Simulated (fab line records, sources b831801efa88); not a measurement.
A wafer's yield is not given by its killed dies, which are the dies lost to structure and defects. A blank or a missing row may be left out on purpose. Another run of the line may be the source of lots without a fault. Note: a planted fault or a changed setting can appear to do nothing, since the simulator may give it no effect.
Which of the tools did it? | flow gf180mcu | 12 lots, 36 wafers sampled, at 5 steps of a route of 602

WHAT THE GAUGES SHOWED, per wafer
GF_M3_THK_MEAS_06: measures by xrf. Usual: M3_ALCU_THK typically reads 446 nm, with standard deviation 5.1.
lot  | measured     | on            | M3_ALCU_THK (nm) | flag
L281 | day 20 14:05 | film metro-04 | 452 447 446      |
L283 | day 21 02:55 | film metro-03 | 438 445 440      |
L285 | day 21 18:31 | film metro-01 | 445 441 442      |
L286 | day 22 05:00 | film metro-03 | 447 446 450      |
L289 | day 23 10:45 | film metro-01 | 450 445 445      |
L291 | day 24 05:03 | film metro-04 | 440 440 443      |
L293 | day 25 00:46 | film metro-04 | 435 431 436      |
L294 | day 25 01:10 | film metro-04 | 448 454 450      |
L300 | day 26 21:47 | film metro-01 | 479 477 479      | OFF
L301 | day 27 14:18 | film metro-03 | 472 474 470      | OFF
L302 | day 27 20:31 | film metro-03 | 449 445 442      |
L303 | day 28 04:07 | film metro-04 | 442 445 442      |

GF_V3_THK_MEAS_01. Usual: V3_CVD_00_THK typically reads 600 nm, with standard deviation 6.
lot  | measured     | on            | V3_CVD_00_THK (nm) | flag
L281 | day 21 14:43 | film metro-01 | 597 594 597        |
L283 | day 22 04:15 | film metro-03 | 592 594 586        |
L285 | day 22 18:59 | film metro-02 | 595 593 592        |
L286 | day 23 05:03 | film metro-03 | 603 601 607        |
L289 | day 24 10:34 | film metro-02 | 598 599 608        |
L291 | day 25 04:00 | film metro-03 | 602 612 599        |
L293 | day 25 22:56 | film metro-01 | 602 601 610        |
L294 | day 25 23:55 | film metro-02 | 598 590 598        |
L300 | day 27 18:28 | film metro-03 | 596 599 595        |
L301 | day 28 10:14 | film metro-01 | 590 598 596        |
L302 | day 28 16:50 | film metro-03 | 599 600 603        |
L303 | day 28 23:58 | film metro-03 | 595 603 591        |

WHICH TOOL RAN EACH LOT (tool, then ch and the chambers of the sampled wafers, then the start)
lot  | GF_M2_METAL_ETCH_16               | GF_V2_SOFTBAKE_10                            | GF_M3_SPUTTER_04
L281 | rie metal-01 ch 0,1, day 19 09:55 | litho track-02 ch 0, day 20 13:55 or earlier | pvd sputter-03, day 20 13:55
L283 | rie metal-01 ch 0,1, day 19 23:30 | litho track-02 ch 0, day 21 02:46 or earlier | pvd sputter-03, day 21 02:46
L285 | rie metal-01 ch 0,1, day 20 15:24 | litho track-01 ch 0, day 21 18:21 or earlier | pvd sputter-02, day 21 18:21
L286 | rie metal-02 ch 0,1, day 21 01:45 | litho track-01 ch 0, day 22 04:50 or earlier | pvd sputter-04, day 22 04:50
L289 | rie metal-02 ch 0,1, day 22 08:22 | litho track-02 ch 0, day 23 10:35 or earlier | pvd sputter-02, day 23 10:35
L291 | rie metal-02 ch 0,1, day 23 02:37 | litho track-03 ch 0, day 24 04:53 or earlier | pvd sputter-04, day 24 04:53
L293 | rie metal-01 ch 0,1, day 23 20:25 | litho track-01 ch 0, day 25 00:36 or earlier | pvd sputter-02, day 25 00:36
L294 | rie metal-03 ch 0,1, day 23 21:48 | litho track-01 ch 0, day 25 00:59 or earlier | pvd sputter-04, day 25 00:59
L300 | rie metal-03 ch 0,1, day 25 21:58 | litho track-02 ch 0, day 26 21:37 or earlier | pvd sputter-04, day 26 21:37
L301 | rie metal-02 ch 0,1, day 26 14:33 | litho track-02 ch 0, day 27 14:08 or earlier | pvd sputter-04, day 27 14:08
L302 | rie metal-01 ch 0,1, day 26 21:27 | litho track-01 ch 0, day 27 20:22 or earlier | pvd sputter-02, day 27 20:22
L303 | rie metal-03 ch 0,1, day 27 05:45 | litho track-01 ch 0, day 28 03:56 or earlier | pvd sputter-02, day 28 03:56
- GF_M2_METAL_ETCH_16: etches the open film in Cl2/BCl3, stops on SiO2, target depth 750.8 nm, time 125.1 s.
- GF_V2_SOFTBAKE_10: time 62.23 s.
- GF_M3_SPUTTER_04: material TiN, target thk 50 nm, time 41.7 s.

WHAT THE TOOLS THEMSELVES READ (means of the sampled wafers that have a number; where no wafer has one, the mark that the record gives instead)
GF_M2_METAL_ETCH_16. Usual: drypump motor current A 5.8 A, standard deviation 0.37; oes product au 0.987 a.u., standard deviation 0.0063; throttle valve pct 28.235 %, standard deviation 0.0094.
lot  | tool         | drypump motor current A (A) | oes product au (a.u.) | throttle valve pct (%) | flag
L281 | rie metal-01 | 5.4                         | 0.988                 | 28.243                 |
L283 | rie metal-01 | 5.6                         | 0.980                 | 28.237                 |
L285 | rie metal-01 | 5.6                         | 0.985                 | 28.233                 |
L286 | rie metal-02 | 5.9                         | 0.987                 | 28.231                 |
L289 | rie metal-02 | 6.1                         | 0.981                 | 28.235                 |
L291 | rie metal-02 | 6.1                         | 0.988                 | 28.240                 |
L293 | rie metal-01 | 5.6                         | 0.981                 | 28.235                 |
L294 | rie metal-03 | 5.9                         | 0.989                 | 28.231                 |
L300 | rie metal-03 | 5.9                         | 0.988                 | 28.228                 |
L301 | rie metal-02 | 6.1                         | 0.981                 | 28.242                 |
L302 | rie metal-01 | 5.4                         | 0.988                 | 28.238                 |
L303 | rie metal-03 | 6.0                         | 0.991                 | 28.239                 |

GF_V2_SOFTBAKE_10. Usual: plate sensor t centre C 131.01 C, standard deviation 0.011; plate sensor t edge C 131.21 C, standard deviation 0.0098.
lot  | tool           | plate sensor t centre C (C) | plate sensor t edge C (C) | flag
L281 | litho track-02 | 131.01                      | 131.20                    |
L283 | litho track-02 | 131.02                      | 131.20                    |
L285 | litho track-01 | 131.02                      | 131.20                    |
L286 | litho track-01 | 131.01                      | 131.22                    |
L289 | litho track-02 | 131.02                      | 131.21                    |
L291 | litho track-03 | 131.03                      | 131.22                    |
L293 | litho track-01 | 131.03                      | 131.21                    |
L294 | litho track-01 | 131.01                      | 131.20                    |
L300 | litho track-02 | 131.01                      | 131.22                    |
L301 | litho track-02 | 131.02                      | 131.21                    |
L302 | litho track-01 | 131.01                      | 131.20                    |
L303 | litho track-01 | 131.02                      | 131.20                    |

GF_M3_SPUTTER_04. Usual: chamber pressure pa 0.4001 Pa, standard deviation 0.00079; throttle valve pct 30.5 %, standard deviation 0.62.
lot  | tool           | chamber pressure pa (Pa) | throttle valve pct (%) | flag
L281 | pvd sputter-03 | 0.3993                   | 30.1                   |
L283 | pvd sputter-03 | 0.4002                   | 30.2                   |
L285 | pvd sputter-02 | 0.4004                   | 30.5                   |
L286 | pvd sputter-04 | 0.4005                   | 30.0                   |
L289 | pvd sputter-02 | 0.4008                   | 30.3                   |
L291 | pvd sputter-04 | 0.4005                   | 30.5                   |
L293 | pvd sputter-02 | 0.4001                   | 30.3                   |
L294 | pvd sputter-04 | 0.3989                   | 30.5                   |
L300 | pvd sputter-04 | 0.4000                   | 30.9                   |
L301 | pvd sputter-04 | 0.4005                   | 31.0                   |
L302 | pvd sputter-02 | 0.3994                   | 30.7                   |
L303 | pvd sputter-02 | 0.4004                   | 30.6                   |

THE ANSWER, worked out from the rows above alone
Rule: a lot is off if the mean of its wafers that have a number lies more than 3 standard deviations from the usual mean. Also off: a lot with no number at a reading for which 4 or more lots have one. The other lots that the step has rows for count as sound. First the gauges in route order, then the tools' own readings, where a lot's mean is used as printed above. The first step at which some lot is off is used, and at that step the reading that is off furthest; a lot without a number counts as furthest.
Off: L300, L301, seen at GF_M3_THK_MEAS_06 (M3_ALCU_THK).
If a tool, at a process step before that reading, ran all the lots that are off and no sound lot after the first of them, it fits. Those tools and the gauges at GF_M3_THK_MEAS_06 are tried in the same way. With no start given for some of its lots, GF_V2_SOFTBAKE_10 uses the hours and lot order of GF_M3_SPUTTER_04. 2 tools fit, litho track-02 at GF_V2_SOFTBAKE_10 and pvd sputter-04 at GF_M3_SPUTTER_04, so this cannot tell which one it is.

WHAT WAS PUT IN BY THE SIMULATOR
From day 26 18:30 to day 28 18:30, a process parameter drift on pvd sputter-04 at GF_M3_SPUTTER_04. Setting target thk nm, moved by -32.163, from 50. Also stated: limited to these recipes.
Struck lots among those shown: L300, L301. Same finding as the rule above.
